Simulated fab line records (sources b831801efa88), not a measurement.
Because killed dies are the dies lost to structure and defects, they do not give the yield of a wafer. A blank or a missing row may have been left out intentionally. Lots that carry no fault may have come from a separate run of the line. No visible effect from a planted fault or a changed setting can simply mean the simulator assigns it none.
Comparing a struck lot with a sound one + flow gf180mcu + 31 steps out of a route of 602
Sound: the wafers L879.1, L879.2, L879.4. Struck: wafers L885.2, L885.5, L885.6. The cause is given at the end.
Order at every step that has rows: each side's tool, ch and its chambers, its first start. Under that, the readings that differ: sound wafers + struck wafers + difference of the means + sigmas: that difference in standard deviations of wafers without a fault.
alike: readings whose means differ by less than 2 such deviations, and words and numbers that are the same on both sides. not compared: withheld readings, readings that some wafer has no value for, bounds like >300 that may hide the same value, and numbers for which the record gives no deviation and whose values overlap.
Wherever a step has rows on one side only, a row that says differs or no value, or a row with sigmas, the two part there. When numbers do not overlap yet have no deviation, they are printed without sigmas and do not part them. Lack of a reading on every wafer of one side parts them only where that side has two or more wafers.

first, 7 steps without rows for these wafers: GF_HV_LDD_PEB_44; GF_HV_LDD_DEVELOP_45 (develop time 60 s); GF_HV_LDD_IMPLANT_48; GF_HV_LDD_STRIP_49 (strips in O2/N2); GF_HV_LDD_CLEAN_51 (cleans in SC1/SC2, time 150 s); GF_HV_LDD_RTA_52 (time 10 s); GF_HV_LDD_CVD_54 (deposits SiO2 from TEOS, target thk 10 nm, time 75 s).
GF_HV_LDD_CVD_56: deposits Si3N4 from DCS/NH3, target thk 90 nm, time 1543 s.
  sound on lpcvd-01 ch 1, day 16 19:19; struck on lpcvd-01 ch 1, day 18 17:34
  alike: spike-tc-centre-C, zone-power-centre-pct, zone-power-top-pct
then, 22 steps without rows for these wafers: GF_HV_LDD_ETCHBACK_58 (etches Si3N4 in CH3F/O2, stops on SiO2, time 100 s, target depth 90 nm); GF_NSD_DEHYDRATE_00 (time 60 s); GF_NSD_HMDS_01 (prime time 60 s); GF_NSD_COAT_02 (resist thk 1000 nm); GF_NSD_SOFTBAKE_03 (time 60 s); GF_NSD_EXPOSE_04 (exposes mask Nplus, target cd 400 nm); GF_NSD_PEB_05; GF_NSD_DEVELOP_06 (develop time 60 s); GF_NSD_IMPLANT_09; GF_NSD_IMPLANT_10; GF_NSD_STRIP_11 (strips in O2/N2); GF_PSD_DEHYDRATE_00 (time 60 s); GF_PSD_HMDS_01 (prime time 60 s); GF_PSD_COAT_02 (resist thk 1000 nm); GF_PSD_SOFTBAKE_03 (time 60 s); GF_PSD_EXPOSE_04 (exposes mask Pplus, target cd 400 nm); GF_PSD_PEB_05; GF_PSD_DEVELOP_06 (develop time 60 s); GF_PSD_IMPLANT_09; GF_PSD_STRIP_10 (strips in O2/N2); GF_PSD_CLEAN_12 (cleans in SC1/SC2, time 150 s); GF_PSD_RTA_13 (time 20 s).
-- the record jumps here: 15 days lie between the struck wafers' starts before and after (it left off in module PSD and takes up again in module PASSIVATION, whose first step shown is number 602 of the route) --
GF_PASSIVATION_PROBE_99:
  rows exist in the record for the struck wafers here (prober-02, day 34 00:59), but not for the sound ones

WHERE THEY PART
Within this record, at GF_PASSIVATION_PROBE_99 only.

WHY: the cause the simulator had injected
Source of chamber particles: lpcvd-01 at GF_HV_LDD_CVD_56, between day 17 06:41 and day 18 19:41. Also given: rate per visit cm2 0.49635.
